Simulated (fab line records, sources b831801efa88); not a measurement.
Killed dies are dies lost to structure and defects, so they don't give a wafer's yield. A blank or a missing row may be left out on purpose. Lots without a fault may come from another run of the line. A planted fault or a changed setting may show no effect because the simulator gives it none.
Which tool did it? | flow gf180mcu | 24 lots, 72 wafers sampled, at 5 steps of a route of 602

WHAT THE GAUGES READ, wafer by wafer
GF_V3_CD_MEAS_14: target cd 260 nm. Usual: cd_nm 260.1 nm, standard deviation 1.3.
lot  | measured     | on        | cd_nm (nm)        | flag
L074 | day 22 18:02 | cd_sem-02 | 260.9 260.6 260.3 |
L075 | day 23 05:36 | cd_sem-02 | 262.2 261.4 262.6 |
L076 | day 23 10:04 | cd_sem-02 | 260.1 260.4 260.3 |
L077 | day 23 19:58 | cd_sem-02 | 260.1 261.6 260.0 |
L078 | day 24 01:32 | cd_sem-02 | 261.2 261.4 261.5 |
L079 | day 24 11:32 | cd_sem-02 | 262.6 262.4 261.2 |
L080 | day 24 17:07 | cd_sem-02 | 259.4 260.2 259.6 |
L081 | day 24 21:01 | cd_sem-01 | 260.9 260.4 260.3 |
L082 | day 25 11:55 | cd_sem-01 | 261.7 259.7 259.9 |
L083 | day 25 17:25 | cd_sem-01 | 262.2 262.2 261.9 |
L084 | day 25 21:49 | cd_sem-02 | 258.1 258.4 258.2 |
L085 | day 26 09:19 | cd_sem-02 | 259.6 258.0 258.9 |
L086 | day 26 13:10 | cd_sem-02 | 258.5 259.1 259.9 |
L087 | day 27 00:35 | cd_sem-01 | 259.0 258.7 258.8 |
L088 | day 27 07:07 | cd_sem-01 | 262.1 261.2 263.0 |
L089 | day 27 10:08 | cd_sem-01 | 259.0 258.2 259.5 |
L090 | day 27 17:51 | cd_sem-01 | 259.8 260.9 260.2 |
L091 | day 28 02:46 | cd_sem-01 | 260.3 262.2 260.4 |
L092 | day 28 06:38 | cd_sem-02 | 261.3 260.4 260.1 |
L093 | day 28 18:13 | cd_sem-02 | 259.3 259.7 258.7 |
L094 | day 28 22:11 | cd_sem-02 | 259.7 259.1 257.7 |
L095 | day 29 03:43 | cd_sem-01 | 259.8 259.7 260.7 |
L096 | day 29 10:45 | cd_sem-02 | 258.2 258.2 257.5 |
L097 | day 29 17:48 | cd_sem-01 | 260.4 258.4 259.9 |

GF_V3_THK_MEAS_25: measures by xrf. Usual: V3_W_THK 363 nm, standard deviation 5.2.
lot  | measured     | on            | V3_W_THK (nm) | flag
L074 | day 22 19:11 | film_metro-03 | 363 366 363   |
L075 | day 23 06:47 | film_metro-03 | 370 362 368   |
L076 | day 23 11:16 | film_metro-03 | 370 363 369   |
L077 | day 23 21:07 | film_metro-02 | 358 360 362   |
L078 | day 24 02:43 | film_metro-04 | 362 369 367   |
L079 | day 24 12:41 | film_metro-02 | 361 359 357   |
L080 | day 24 18:16 | film_metro-04 | 365 363 362   |
L081 | day 24 22:10 | film_metro-04 | 367 361 359   |
L082 | day 25 13:04 | film_metro-04 | 360 364 365   |
L083 | day 25 18:35 | film_metro-02 | 362 358 356   |
L084 | day 25 22:59 | film_metro-02 | 361 356 359   |
L085 | day 26 10:29 | film_metro-03 | 363 364 365   |
L086 | day 26 14:21 | film_metro-03 | 366 363 363   |
L087 | day 27 01:46 | film_metro-02 | 364 359 363   |
L088 | day 27 08:15 | film_metro-04 | 363 365 365   |
L089 | day 27 11:17 | film_metro-03 | 367 367 378   |
L090 | day 27 19:01 | film_metro-03 | 371 376 370   |
L091 | day 28 03:56 | film_metro-02 | 364 361 365   |
L092 | day 28 07:46 | film_metro-02 | 367 362 363   |
L093 | day 28 19:27 | film_metro-04 | 362 363 357   |
L094 | day 28 23:18 | film_metro-04 | 357 351 358   |
L095 | day 29 04:54 | film_metro-02 | 355 355 356   |
L096 | day 29 11:56 | film_metro-02 | 360 356 364   |
L097 | day 29 18:57 | film_metro-02 | 354 355 356   |

GF_V4_OVL_MEAS_15. Usual: V4_OVL -2 nm, standard deviation 5.5.
lot  | measured     | on         | V4_OVL (nm) | flag
L074 | day 24 18:30 | overlay-01 | -6 2 3      |
L075 | day 25 05:11 | overlay-02 | 0 5 -1      |
L076 | day 25 09:23 | overlay-02 | -6 -4 -5    |
L077 | day 25 18:38 | overlay-02 | 8 5 7       |
L078 | day 25 23:48 | overlay-01 | 3 1 8       |
L079 | day 26 08:43 | overlay-01 | 0 2 1       |
L080 | day 26 15:14 | overlay-02 | 8 2 4       |
L081 | day 26 19:02 | overlay-01 | -6 -10 -3   |
L082 | day 27 08:29 | overlay-02 | -7 -3 8     |
L083 | day 27 14:17 | overlay-01 | 1 1 1       |
L084 | day 27 18:26 | overlay-01 | 0 0 -13     |
L085 | day 28 05:08 | overlay-02 | 4 -11 -3    |
L086 | day 28 08:53 | overlay-01 | -1 1 2      |
L087 | day 28 19:48 | overlay-02 | -5 -6 -5    |
L088 | day 29 01:40 | overlay-01 | -1 8 7      |
L089 | day 29 04:54 | overlay-02 | -8 -13 -7   |
L090 | day 29 11:44 | overlay-01 | -1 1 -10    |
L091 | day 29 20:20 | overlay-01 | 1 -4 -1     |
L092 | day 29 23:58 | overlay-01 | -8 -13 -4   |
L093 | day 30 11:13 | overlay-01 | -2 -11 -5   |
L094 | day 30 14:55 | overlay-01 | -2 -4 -1    |
L095 | day 30 19:59 | overlay-01 | -2 2 2      |
L096 | day 31 02:29 | overlay-01 | -8 0 -5     |
L097 | day 31 09:29 | overlay-01 | 0 -4 -4     |

GF_V5_CD_MEAS_14: target cd 260 nm. Usual: cd_nm 260.2 nm, standard deviation 1.3.
lot  | measured     | on        | cd_nm (nm)        | flag
L074 | day 27 13:07 | cd_sem-01 | 259.6 258.9 259.0 |
L075 | day 27 23:01 | cd_sem-02 | 262.6 261.9 261.5 |
L076 | day 28 02:15 | cd_sem-02 | 259.3 260.1 259.8 |
L077 | day 28 10:59 | cd_sem-02 | 260.5 261.3 261.2 |
L078 | day 28 15:34 | cd_sem-02 | 261.3 262.1 261.0 |
L079 | day 29 00:11 | cd_sem-01 | 259.6 260.0 258.6 |
L080 | day 29 05:37 | cd_sem-01 | 260.2 260.1 259.8 |
L081 | day 29 10:42 | cd_sem-01 | 260.7 260.4 260.8 |
L082 | day 29 21:21 | cd_sem-01 | 259.8 259.4 258.6 |
L083 | day 30 03:21 | cd_sem-01 | 261.6 260.6 260.4 |
L084 | day 30 08:52 | cd_sem-02 | 260.0 260.3 259.5 |
L085 | day 30 17:42 | cd_sem-02 | 261.0 261.3 261.4 |
L086 | day 30 20:51 | cd_sem-02 | 258.5 259.7 259.9 |
L087 | day 31 08:16 | cd_sem-01 | 261.8 259.9 260.3 |
L088 | day 31 13:10 | cd_sem-02 | 258.0 258.2 257.9 |
L089 | day 31 15:34 | cd_sem-01 | 258.2 256.8 257.9 |
L090 | day 31 21:43 | cd_sem-02 | 258.3 258.4 260.0 |
L091 | day 32 05:49 | cd_sem-01 | 259.9 261.1 259.9 |
L092 | day 32 07:22 | cd_sem-01 | 260.9 261.2 261.0 |
L093 | day 32 19:14 | cd_sem-01 | 260.3 259.9 260.0 |
L094 | day 32 21:02 | cd_sem-01 | 259.8 260.7 260.2 |
L095 | day 33 02:33 | cd_sem-02 | 262.1 263.4 262.7 |
L096 | day 33 07:39 | cd_sem-02 | 261.4 261.0 261.3 |
L097 | day 33 13:16 | cd_sem-02 | 260.3 261.4 260.9 |

WHICH TOOL RAN EACH LOT (tool, then ch and the chambers of the sampled wafers, then the start)
lot  | GF_V3_ETCH_16
L074 | rie_diel-04 ch 0,1,3, day 22 18:11
L075 | rie_diel-04 ch 1,2,3, day 23 05:46
L076 | rie_diel-02 ch 1,2, day 23 10:14
L077 | rie_diel-04 ch 0,2,3, day 23 20:07
L078 | rie_diel-03 ch 1,2,3, day 24 01:41
L079 | rie_diel-04 ch 0,2,3, day 24 11:40
L080 | rie_diel-03 ch 1,2, day 24 17:14
L081 | rie_diel-02 ch 0,1,3, day 24 21:08
L082 | rie_diel-04 ch 1,2, day 25 12:01
L083 | rie_diel-02 ch 0,2,3, day 25 17:34
L084 | rie_diel-02 ch 0,2,3, day 25 21:59
L085 | rie_diel-04 ch 1,2, day 26 09:28
L086 | rie_diel-03 ch 2,3, day 26 13:19
L087 | rie_diel-04 ch 0,1,2, day 27 00:43
L088 | rie_diel-04 ch 1,3, day 27 07:14
L089 | rie_diel-03 ch 1,2, day 27 10:17
L090 | rie_diel-03 ch 0,2,3, day 27 18:00
L091 | rie_diel-03 ch 1,2,3, day 28 02:55
L092 | rie_diel-04 ch 0,3, day 28 06:43
L093 | rie_diel-04 ch 0,1,3, day 28 18:21
L094 | rie_diel-02 ch 0,3, day 28 22:17
L095 | rie_diel-02 ch 1,2, day 29 03:52
L096 | rie_diel-04 ch 1,2,3, day 29 10:54
L097 | rie_diel-04 ch 1,3, day 29 17:57
- GF_V3_ETCH_16: etches BARC in N2/H2.

WHAT THE TOOLS THEMSELVES READ (means of the sampled wafers that have a number; where no wafer has one, the mark that the record gives instead)
GF_V3_ETCH_16. Usual: chamber_pressure_mTorr 30.003 mTorr, standard deviation 0.027; drypump_motor_current_A 5.6 A, standard deviation 0.53; oes_product_au 0.855 a.u., standard deviation 0.0045; throttle_valve_pct 13.224 %, standard deviation 0.0083.
lot  | tool        | chamber_pressure_mTorr (mTorr) | drypump_motor_current_A (A) | oes_product_au (a.u.) | throttle_valve_pct (%) | flag
L074 | rie_diel-04 | 30.017                         | 5.1                         | 0.852                 | 13.214                 |
L075 | rie_diel-04 | 29.976                         | 5.6                         | 0.856                 | 13.227                 |
L076 | rie_diel-02 | 30.000                         | 5.9                         | 0.854                 | 13.216                 |
L077 | rie_diel-04 | 29.994                         | 5.4                         | 0.855                 | 13.219                 |
L078 | rie_diel-03 | 29.997                         | 5.7                         | 0.854                 | 13.225                 |
L079 | rie_diel-04 | 29.999                         | 5.4                         | 0.859                 | 13.214                 |
L080 | rie_diel-03 | 30.046                         | 5.8                         | 0.856                 | 13.222                 |
L081 | rie_diel-02 | 30.022                         | 5.7                         | 0.857                 | 13.222                 |
L082 | rie_diel-04 | 30.017                         | 5.9                         | 0.857                 | 13.232                 |
L083 | rie_diel-02 | 30.024                         | 5.9                         | 0.856                 | 13.224                 |
L084 | rie_diel-02 | 30.015                         | 6.0                         | 0.857                 | 13.223                 |
L085 | rie_diel-04 | 30.023                         | 5.7                         | 0.851                 | 13.219                 |
L086 | rie_diel-03 | 30.017                         | 5.6                         | 0.857                 | 13.228                 |
L087 | rie_diel-04 | 29.994                         | 5.4                         | 0.859                 | 13.223                 |
L088 | rie_diel-04 | 30.020                         | 5.2                         | 0.855                 | 13.228                 |
L089 | rie_diel-03 | 30.014                         | 5.8                         | 0.855                 | 13.221                 |
L090 | rie_diel-03 | 29.997                         | 5.7                         | 0.854                 | 13.234                 |
L091 | rie_diel-03 | 29.997                         | 5.8                         | 0.854                 | 13.226                 |
L092 | rie_diel-04 | 30.021                         | 5.1                         | 0.856                 | 13.213                 |
L093 | rie_diel-04 | 29.984                         | 5.1                         | 0.859                 | 13.221                 |
L094 | rie_diel-02 | 29.992                         | 5.7                         | 0.855                 | 13.223                 |
L095 | rie_diel-02 | 29.993                         | 6.1                         | 0.858                 | 13.223                 |
L096 | rie_diel-04 | 30.022                         | 5.6                         | 0.853                 | 13.223                 |
L097 | rie_diel-04 | 29.990                         | 5.3                         | 0.854                 | 13.227                 |

THE ANSWER, worked out from the rows above alone
Rule: a lot is off if the mean of its wafers that have a number lies more than 3 standard deviations from the usual mean. A lot without any number at a reading at which 4 lots or more have one is off too. The other lots that the step has rows for count as sound. The gauges are gone through in route order, then the tools' own readings, and for those a lot's mean is taken as printed above. The first step at which some lot is off is used, and at that step the reading that is off furthest; a lot without a number counts as furthest.
No lot is off at any reading shown: from this, nothing can be told.

WHAT THE SIMULATOR HAD PUT IN
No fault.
